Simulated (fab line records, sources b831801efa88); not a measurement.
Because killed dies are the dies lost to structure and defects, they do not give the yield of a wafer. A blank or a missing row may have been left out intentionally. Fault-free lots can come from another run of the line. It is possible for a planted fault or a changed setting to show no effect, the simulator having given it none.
Which tool was responsible? | flow sky130 | 12 lots with 36 wafers sampled at 5 steps, on a route of 708 steps

== WHAT THE GAUGES READ, wafer by wafer ==
SKY_NWELL_THK_MEAS_02.
lot  | measured    | on            | NWELL_OXIDATION_THK (nm)
L743 | day 2 17:04 | film-metro-02 | 9.87 10.00 10.05
L744 | day 2 22:32 | film-metro-02 | 10.00 10.11 10.22
L746 | day 3 08:52 | film-metro-02 | 9.90 9.78 9.84
L748 | day 4 01:17 | film-metro-03 | 9.97 10.03 10.00
L752 | day 5 00:13 | film-metro-02 | 9.79 9.83 9.93
L753 | day 5 01:37 | film-metro-04 | 9.92 9.98 10.00
L754 | day 5 05:19 | film-metro-03 | 10.05 9.90 10.09
L761 | day 6 20:08 | film-metro-02 | 10.02 10.11 9.99
L762 | day 7 00:26 | film-metro-04 | 10.07 10.07 10.05
L763 | day 7 01:47 | film-metro-03 | 10.20 10.18 10.06
L764 | day 7 07:08 | film-metro-02 | 10.13 10.14 10.09
L765 | day 7 12:28 | film-metro-02 | 9.58 9.69 9.58

SKY_GATE_OXIDE_THK_MEAS_02.
lot  | measured     | on            | GATE_OXIDE_OXIDATION_00_THK (nm)
L743 | day 12 20:45 | film-metro-03 | 10.07 9.96 10.00
L744 | day 13 09:43 | film-metro-04 | 10.41 10.49 10.27
L746 | day 13 18:52 | film-metro-04 | 10.46 10.31 10.37
L748 | day 15 00:07 | film-metro-03 | 10.74 10.71 10.72
L752 | day 16 11:56 | film-metro-03 | 7.59 7.77 7.78
L753 | day 16 16:19 | film-metro-04 | 7.80 7.87 7.83
L754 | day 17 00:26 | film-metro-03 | 10.08 10.46 10.22
L761 | day 19 13:31 | film-metro-03 | 10.49 10.30 10.28
L762 | day 19 18:13 | film-metro-03 | 10.21 10.32 10.08
L763 | day 20 00:31 | film-metro-02 | 10.10 9.97 9.97
L764 | day 20 06:14 | film-metro-02 | 10.43 10.24 10.27
L765 | day 20 16:03 | film-metro-02 | 10.09 10.01 10.05

SKY_VIA1_CD_MEAS_12 targets a cd of 150 nm.
lot  | measured     | on        | cd-nm (nm)
L743 | day 33 23:38 | cd-sem-01 | 151.8 152.7 151.6
L744 | day 34 10:19 | cd-sem-01 | 154.3 152.0 153.7
L746 | day 34 21:02 | cd-sem-01 | 148.5 145.9 149.0
L748 | day 36 04:35 | cd-sem-01 | 152.2 151.0 155.0
L752 | day 37 15:23 | cd-sem-02 | 151.1 152.1 150.5
L753 | day 37 16:40 | cd-sem-02 | 151.9 150.9 150.0
L754 | day 38 02:58 | cd-sem-02 | 148.3 149.7 149.3
L761 | day 40 06:23 | cd-sem-02 | 149.5 148.5 149.9
L762 | day 40 08:02 | cd-sem-02 | 151.0 150.1 150.7
L763 | day 40 09:10 | cd-sem-02 | 148.3 149.5 148.2
L764 | day 40 15:13 | cd-sem-02 | 149.0 148.7 146.4
L765 | day 41 03:20 | cd-sem-02 | 149.8 149.1 148.8

== EACH LOT AND THE TOOL THAT RAN IT (in order: tool; ch and the chambers of the sampled wafers; start) ==
lot  | SKY_GATE_OXIDE_OXIDATION_01   | SKY_METAL1_SPUTTER_03
L743 | furnace-02 ch 0, day 12 19:19 | pvd-sputter-03, day 31 15:22
L744 | furnace-01 ch 0, day 13 08:18 | pvd-sputter-03, day 32 04:02
L746 | furnace-02 ch 0, day 13 17:27 | pvd-sputter-03, day 32 14:43
L748 | furnace-01 ch 0, day 14 22:42 | pvd-sputter-03, day 33 22:19
L752 | furnace-02 ch 0, day 16 10:32 | pvd-sputter-04, day 35 09:31
L753 | furnace-02 ch 0, day 16 14:53 | pvd-sputter-03, day 35 10:49
L754 | furnace-01 ch 0, day 16 23:02 | pvd-sputter-02, day 35 21:25
L761 | furnace-01 ch 0, day 19 12:07 | pvd-sputter-04, day 38 00:55
L762 | furnace-02 ch 0, day 19 16:47 | pvd-sputter-04, day 38 05:00
L763 | furnace-02 ch 0, day 19 23:06 | pvd-sputter-02, day 38 06:17
L764 | furnace-02 ch 0, day 20 04:49 | pvd-sputter-04, day 38 11:46
L765 | furnace-02 ch 0, day 20 14:38 | pvd-sputter-04, day 39 00:32
- SKY_GATE_OXIDE_OXIDATION_01: stabilise 600 s, purge 300 s, target thk 10.268 nm.
- SKY_METAL1_SPUTTER_03: material Ti, target thk 5 nm, time 3.3 s.

== WHAT THE TOOLS THEMSELVES READ (means of the sampled wafers that have a number; where no wafer has one, the mark that the record gives instead) ==
SKY_GATE_OXIDE_OXIDATION_01.
lot  | tool       | spike-tc-bottom-C (C) | spike-tc-centre-C (C) | spike-tc-lower-C (C) | spike-tc-top-C (C) | spike-tc-upper-C (C) | tube-center-temp-C (C) | tube_center_temp_C_max | zone-power-lower-pct (%)
L743 | furnace-02 | 910                   | 900.7                 | 900.5                | 903                | 900.7                | 900.06                 | 902.3                  | 18.9
L744 | furnace-01 | 918                   | 900.0                 | 901.5                | 911                | 899.8                | 900.07                 | 902.6                  | 21.7
L746 | furnace-02 | 909                   | 901.4                 | 900.1                | 903                | 901.0                | 900.01                 | 902.3                  | 18.9
L748 | furnace-01 | 917                   | 900.2                 | 901.9                | 911                | 898.5                | 899.90                 | 902.4                  | 21.9
L752 | furnace-02 | 883                   | 874.3                 | 874.8                | 878                | 874.8                | 873.61                 | 875.9                  | 18.1
L753 | furnace-02 | 883                   | 874.9                 | 873.2                | 878                | 874.7                | 873.62                 | 875.9                  | 17.8
L754 | furnace-01 | 917                   | 899.5                 | 901.3                | 911                | 898.0                | 899.91                 | 902.3                  | 21.7
L761 | furnace-01 | 917                   | 898.7                 | 903.0                | 910                | 897.4                | 899.98                 | 902.4                  | 21.6
L762 | furnace-02 | 909                   | 899.9                 | 900.1                | 903                | 900.7                | 899.96                 | 902.2                  | 18.8
L763 | furnace-02 | 908                   | 901.8                 | 900.0                | 904                | 901.0                | 899.99                 | 902.2                  | 19.2
L764 | furnace-02 | 910                   | 901.0                 | 900.7                | 904                | 899.7                | 899.96                 | 902.3                  | 19.1
L765 | furnace-02 | 910                   | 901.9                 | 899.9                | 902                | 901.5                | 899.98                 | 902.2                  | 19.0

SKY_METAL1_SPUTTER_03.
lot  | tool           | throttle-valve-pct (%)
L743 | pvd-sputter-03 | 29.8
L744 | pvd-sputter-03 | 29.8
L746 | pvd-sputter-03 | 29.8
L748 | pvd-sputter-03 | 29.7
L752 | pvd-sputter-04 | 30.4
L753 | pvd-sputter-03 | 29.7
L754 | pvd-sputter-02 | 30.8
L761 | pvd-sputter-04 | 30.6
L762 | pvd-sputter-04 | 30.0
L763 | pvd-sputter-02 | 30.4
L764 | pvd-sputter-04 | 30.7
L765 | pvd-sputter-04 | 30.4

== THE ANSWER, worked out from the rows above alone ==
Rule: what is usual is taken from the lots themselves. Put in order of their means at a reading, lots are off if they are a third of the lots or fewer, leave a main group of 4 or more, and stand apart from it by a gap of 3 or more times the standard deviation of the main group's means; of several such gaps the widest counts. A main group whose means are all the same, to the digits that the tables above print for the reading, isn't used. Also off: a lot with no number at a reading for which 4 or more lots have one. The other lots that the step has rows for count as sound. First the gauges in route order, then the tools' own readings, where a lot's mean is used as printed above. The first step at which some lot is off is used, and at that step the reading that is off furthest; a lot without a number counts as furthest.
Off: L752, L753, at SKY_GATE_OXIDE_THK_MEAS_02 (GATE_OXIDE_OXIDATION_00_THK). The main group: mean 10.27 nm, standard deviation 0.21.
If a tool, at a process step before that reading, ran all the lots that are off and no sound lot after the first of them, it fits. The gauges at SKY_GATE_OXIDE_THK_MEAS_02 aren't tried: what is off there is off at SKY_GATE_OXIDE_OXIDATION_01 too, on other tools, and a gauge's error can't cause that. Not one of the candidates tried fits.

== WHAT HAD BEEN PUT IN BY THE SIMULATOR ==
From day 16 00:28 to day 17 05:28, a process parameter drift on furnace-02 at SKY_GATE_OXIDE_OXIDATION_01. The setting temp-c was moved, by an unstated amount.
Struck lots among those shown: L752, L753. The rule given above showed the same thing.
